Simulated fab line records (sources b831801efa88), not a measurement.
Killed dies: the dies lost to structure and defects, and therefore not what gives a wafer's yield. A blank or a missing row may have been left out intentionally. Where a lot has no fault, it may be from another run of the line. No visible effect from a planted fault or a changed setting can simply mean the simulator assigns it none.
Tool commonality check	flow sky130	Sample size 11 lots and 39 wafers

THE REASON FOR OPENING IT
Of 11 lots, 2 have the reading VT_ADJUST_HVTR_TW flagged at SKY_VT_ADJUST_HVTR_TW_MEAS_11. Wafers without a fault read 210.5, standard deviation 1.8.
Rule: a lot is flagged when every wafer of it that has a number lies more than 4 standard deviations from that mean, or none has a number. The rest of the lots are taken to be sound.

lot	measured	on	VT_ADJUST_HVTR_TW, wafer by wafer	flag
L527	day 9 18:10	film metro-03	209.8 210.5 210.8	
L528	day 10 05:35	film metro-01	212.8 212.2 212.1	
L530	day 10 21:49	film metro-01	184.5 184.1 184.2 184.2 183.2 183.8	FLAGGED
L531	day 11 05:22	film metro-03	180.0 179.5 180.3 179.6 179.0 180.4	FLAGGED
L542	day 14 12:04	film metro-03	209.8 209.3 209.4	
L544	day 15 01:01	film metro-03	210.2 210.1 210.6	
L545	day 15 10:22	film metro-01	213.1 212.4 212.0	
L546	day 15 11:15	film metro-01	212.0 212.3 212.8	
L547	day 15 19:11	film metro-03	209.4 209.9 210.2	
L548	day 16 09:07	film metro-02	209.9 209.7 210.2	
L549	day 16 15:52	film metro-03	208.9 208.4 208.2	
Average over the flagged lots: 181.9; offset from the usual -28.6, equal to -16 standard deviations.

EACH LOT AND THE TOOL IT RAN ON
The record holds 3 process steps before the reading, out of a route of 708 steps. Read each cell as the tool, then ch plus the chambers that the sampled wafers visited, then the start.
lot	flag	SKY_NWELL_STRIP_14	SKY_VT_ADJUST_LVTN_STRIP_20	SKY_VT_ADJUST_HVTR_IMPLANT_09
L527		plasma asher-04 ch 0,1, day 4 21:38	plasma asher-01 ch 0,1, day 8 01:23	implanter-01 ch 0, day 9 17:55
L528		plasma asher-04 ch 0,1, day 5 03:14	plasma asher-02 ch 0,1, day 8 09:54	implanter-02 ch 0, day 10 05:20
L530	FLAGGED	plasma asher-01 ch 0,1, day 5 16:04	plasma asher-02 ch 0,1, day 9 02:32	implanter-02 ch 0, day 10 21:36
L531	FLAGGED	plasma asher-02 ch 0,1, day 5 22:28	plasma asher-02 ch 0,1, day 9 09:13	implanter-02 ch 0, day 11 05:07
L542		plasma asher-02 ch 0,1, day 8 14:03	plasma asher-03 ch 0,1, day 12 09:56	implanter-02 ch 0, day 14 11:49
L544		plasma asher-01 ch 0,1, day 9 03:38	plasma asher-03 ch 0,1, day 12 23:03	implanter-02 ch 0, day 15 00:46
L545		plasma asher-02 ch 0,1, day 9 09:04	plasma asher-01 ch 0,1, day 13 05:42	implanter-02 ch 0, day 15 10:07
L546		plasma asher-01 ch 0, day 9 09:38	plasma asher-01 ch 0,1, day 13 06:18	implanter-02 ch 0, day 15 11:00
L547		plasma asher-02 ch 0,1, day 9 15:52	plasma asher-01 ch 0,1, day 13 13:26	implanter-01 ch 0, day 15 18:58
L548		plasma asher-04 ch 0,1, day 10 01:44	plasma asher-02 ch 0,1, day 14 03:21	implanter-01 ch 0, day 16 08:52
L549		plasma asher-01 ch 0,1, day 10 06:13	plasma asher-01 ch 0,1, day 14 08:29	implanter-02 ch 0, day 16 15:39
What is done by these steps:
- SKY_NWELL_STRIP_14: strips in O2/N2.
- SKY_VT_ADJUST_LVTN_STRIP_20: strips in O2/N2.
- SKY_VT_ADJUST_HVTR_IMPLANT_09
- SKY_VT_ADJUST_HVTR_TW_MEAS_11

FLAGGED AGAINST TOTAL, ONE TOOL AT A TIME (gauges that did the reading follow at the end)
step	tool	lots run	flagged	share of the flagged lots	sound lots run after its first flagged lot
SKY_NWELL_STRIP_14	plasma asher-01	4	1	some	3 (L544,L546,L549)
SKY_NWELL_STRIP_14	plasma asher-02	4	1	some	3 (L542,L545,L547)
SKY_NWELL_STRIP_14	plasma asher-04	3	0	none	-
SKY_VT_ADJUST_LVTN_STRIP_20	plasma asher-01	5	0	none	-
SKY_VT_ADJUST_LVTN_STRIP_20	plasma asher-02	4	2	all	1 (L548)
SKY_VT_ADJUST_LVTN_STRIP_20	plasma asher-03	2	0	none	-
SKY_VT_ADJUST_HVTR_IMPLANT_09	implanter-01	3	0	none	-
SKY_VT_ADJUST_HVTR_IMPLANT_09	implanter-02	8	2	all	5 (L542,L544,L545,L546,L549)
SKY_VT_ADJUST_HVTR_TW_MEAS_11	film metro-01	4	1	some	2 (L545,L546)
SKY_VT_ADJUST_HVTR_TW_MEAS_11	film metro-02	1	0	none	-
SKY_VT_ADJUST_HVTR_TW_MEAS_11	film metro-03	6	1	some	4 (L542,L544,L547,L549)

WHAT THE TABLE ALLOWS
Table rows that saw every flagged lot: 2, namely plasma asher-02 at SKY_VT_ADJUST_LVTN_STRIP_20 and implanter-02 at SKY_VT_ADJUST_HVTR_IMPLANT_09.
- plasma asher-02 at SKY_VT_ADJUST_LVTN_STRIP_20 ran 4 lots, 2 of them flagged. Sound lots followed the first flagged one (L548) on it, something a lasting fault affecting the whole tool could not allow.
- implanter-02 at SKY_VT_ADJUST_HVTR_IMPLANT_09 ran 8 lots, 2 of them flagged. Sound lots followed the first flagged one (L542, L544, L545, L546, L549) on it, something a lasting fault affecting the whole tool could not allow. Its own readings (dose ions cm2, faraday current uA) fall more than 4 standard deviations out on all wafers of the flagged lots.
Not one row of the table ran every flagged lot while running no sound lot after the first.

WHAT WAS PUT IN BY THE SIMULATOR
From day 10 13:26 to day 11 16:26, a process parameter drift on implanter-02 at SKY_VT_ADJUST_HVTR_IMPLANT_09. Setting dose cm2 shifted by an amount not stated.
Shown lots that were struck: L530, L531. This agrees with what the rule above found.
